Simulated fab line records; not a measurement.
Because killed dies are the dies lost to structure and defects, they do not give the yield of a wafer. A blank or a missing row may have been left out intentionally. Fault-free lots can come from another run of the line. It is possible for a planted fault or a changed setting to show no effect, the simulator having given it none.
Code-filled problem report in 8D (eight disciplines) form / flow sky130 / the parts of the form that need people (team, actions taken, sign-off) are left out

## 1. THE ISSUE
PASSIVATION_CVD_02_THK at SKY_PASSIVATION_THK_MEAS_03 reads a mean of 735 nm on 3 wafers of 3 lots; wafers without a fault read 539 nm with a standard deviation of 6.9. Relative to the usual mean, that is a shift of +28 standard deviations.
The first sign was on wafer L880.4 at day 45 13:05, on film_metro-02. The record has a number at this step for 33 wafers belonging to 11 lots. The rule behind "out" and "out of limits": a value lying over 4 standard deviations away from the usual mean. Any other wafer with a number is counted as sound.

## 2. WHAT IT IS; WHAT IT IS NOT
question=which readings at this step | is=PASSIVATION_CVD_02_THK | is not=-
question=which lots | is=L880, L883, L884 | is not=L874, L876, L878, L890, L891, L894, L895, L896
question=which wafers of those lots | is=L880.4, L883.3, L884.2 | is not=L880.5, L880.6, L883.1, L883.2, L884.1, L884.4
question=read on which gauges | is=film_metro-02 | is not=film_metro-01, film_metro-03
question=when | is=from day 45 13:05 | is not=up to then (11 sound wafers); but 19 sound wafers of L883, L884, L890, L891, L894, L895, L896 came after

## 3. WHAT RULES OUT EACH SUSPECT
Counting: any tool at a process step up to the reading remains a suspect provided it ran every lot that is out. Sound lots after the first of them don't rule it out here, since some wafers of a struck lot are sound.
- the gauge at SKY_PASSIVATION_THK_MEAS_03: kept. All the wafers that are out were read on film_metro-02, and no step on other tools shows them out.
- cmp-02 at SKY_VIA4_CMP_02 (polishes SiO2): kept. It ran every lot that is out, first L880 (day 43 13:55); its last sound lot up to then is L876 (day 42 11:56).
- pecvd-03 at SKY_PASSIVATION_CVD_02 (deposits Si3N4, target thk 540 nm): kept. It ran every lot that is out, first L880 (day 45 12:56); its last sound lot up to then is L878 (day 45 02:01).
- In pecvd-03 at SKY_PASSIVATION_CVD_02, the wafers that are out were processed in chamber 0 and their sound lot-mates in chambers 1, 2.
Left after counting: cmp-02 at SKY_VIA4_CMP_02, pecvd-03 at SKY_PASSIVATION_CVD_02, film_metro-02 at SKY_PASSIVATION_THK_MEAS_03.

## 4. THE CAUSE (what the simulator had put in)
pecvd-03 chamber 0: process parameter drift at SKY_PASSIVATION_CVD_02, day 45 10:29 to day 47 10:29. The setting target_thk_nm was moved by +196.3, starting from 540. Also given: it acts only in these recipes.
Of the 3 suspects that counting leaves, this tool is one.

## 5. THE CHAIN OF EFFECTS, in route order
Each row: a reading where the mean over the struck wafers with a number is more than 3 standard deviations away from the usual. Readings are gone through only where the record gives a usual standard deviation; hours: the median, over the lots, of the time from a lot's start at the first step in this table giving one to that lot's start at this step; sigmas: the change measured in usual standard deviations.
hours=0; step=SKY_PASSIVATION_THK_MEAS_03; reading=PASSIVATION_CVD_02_THK; usual=539 nm; on struck wafers=735; change=+196; sigmas=+28

## 6. WHAT WOULD HAVE CAUGHT IT SOONER
In this record the first reading out of limits at a measuring or inspecting step was taken at day 45 13:05, 3 hours after the fault began at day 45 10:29.
An alarm limit of 4 standard deviations would not have fired on the tool readings at SKY_PASSIVATION_CVD_02 for which the record gives a usual standard deviation, since none of them was out on any struck wafer.
Lots out: 3; of these, L883, L884 started SKY_PASSIVATION_CVD_02 on pecvd-03 after day 45 13:05. A hold on the tool at that time would have spared those 2.
